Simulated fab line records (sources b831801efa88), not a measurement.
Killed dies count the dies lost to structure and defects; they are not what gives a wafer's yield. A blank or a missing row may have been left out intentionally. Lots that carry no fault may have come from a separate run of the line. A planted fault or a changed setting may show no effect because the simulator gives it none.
What tool caused it? :: flow sky130 :: 7 lots with 21 wafers sampled at 2 steps, on a route of 708 steps

## WHAT THE GAUGES READ, wafer by wafer
SKY_GATE_OXIDE_TW_MEAS_14.
lot: L723
measured: day 14 09:34
on: filmMetro-03
GATE_OXIDE_TW: 225.0 225.1 224.6

lot: L725
measured: day 15 16:58
on: filmMetro-03
GATE_OXIDE_TW: 224.9 223.7 224.3

lot: L728
measured: day 16 04:04
on: filmMetro-02
GATE_OXIDE_TW: 222.8 221.7 222.7

lot: L730
measured: day 16 16:52
on: filmMetro-04
GATE_OXIDE_TW: 223.8 223.7 224.4

lot: L732
measured: day 17 08:12
on: filmMetro-03
GATE_OXIDE_TW: 224.8 225.0 225.3

lot: L734
measured: day 18 03:24
on: filmMetro-03
GATE_OXIDE_TW: 326.1 327.4 326.9 327.2 326.4 328.0

lot: L736
measured: day 18 16:58
on: filmMetro-04
GATE_OXIDE_TW: 324.8 324.3 325.1 326.4 325.3 325.9

## EACH LOT AND THE TOOL THAT RAN IT (in order: tool; ch and the chambers of the sampled wafers; start)
lot: L723
SKY_GATE_OXIDE_IMPLANT_11: implanter-04 ch 0, day 14 09:13

lot: L725
SKY_GATE_OXIDE_IMPLANT_11: implanter-01 ch 0, day 15 16:35

lot: L728
SKY_GATE_OXIDE_IMPLANT_11: implanter-04 ch 0, day 16 03:43

lot: L730
SKY_GATE_OXIDE_IMPLANT_11: implanter-01 ch 0, day 16 16:31

lot: L732
SKY_GATE_OXIDE_IMPLANT_11: implanter-04 ch 0, day 17 07:50

lot: L734
SKY_GATE_OXIDE_IMPLANT_11: implanter-03 ch 0, day 18 03:02

lot: L736
SKY_GATE_OXIDE_IMPLANT_11: implanter-04 ch 0, day 18 16:37
- SKY_GATE_OXIDE_IMPLANT_11

## THE ANSWER, worked out from the rows above alone
Rule: usual is defined by the lots themselves. Put in order of their means at a reading, lots are off if they are a third of the lots or fewer, leave a main group of 4 or more, and stand apart from it by a gap of 3 or more times the standard deviation of the main group's means; of several such gaps the widest counts. Not used: any main group whose means are identical at the precision the tables above print for the reading. Also off: a lot with no number at a reading for which 4 or more lots have one. Where the step has rows for the other lots, those lots are counted as sound.
Off: L734, L736, seen at SKY_GATE_OXIDE_TW_MEAS_14 (GATE_OXIDE_TW). Mean 224.1 and standard deviation 0.94 in the main group.
If a tool, at a process step before that reading, ran all the lots that are off and no sound lot after the first of them, it fits. Gauges at SKY_GATE_OXIDE_TW_MEAS_14: tried the same way as those tools. Of those tried, none fits.

## WHAT THE SIMULATOR HAD INSERTED
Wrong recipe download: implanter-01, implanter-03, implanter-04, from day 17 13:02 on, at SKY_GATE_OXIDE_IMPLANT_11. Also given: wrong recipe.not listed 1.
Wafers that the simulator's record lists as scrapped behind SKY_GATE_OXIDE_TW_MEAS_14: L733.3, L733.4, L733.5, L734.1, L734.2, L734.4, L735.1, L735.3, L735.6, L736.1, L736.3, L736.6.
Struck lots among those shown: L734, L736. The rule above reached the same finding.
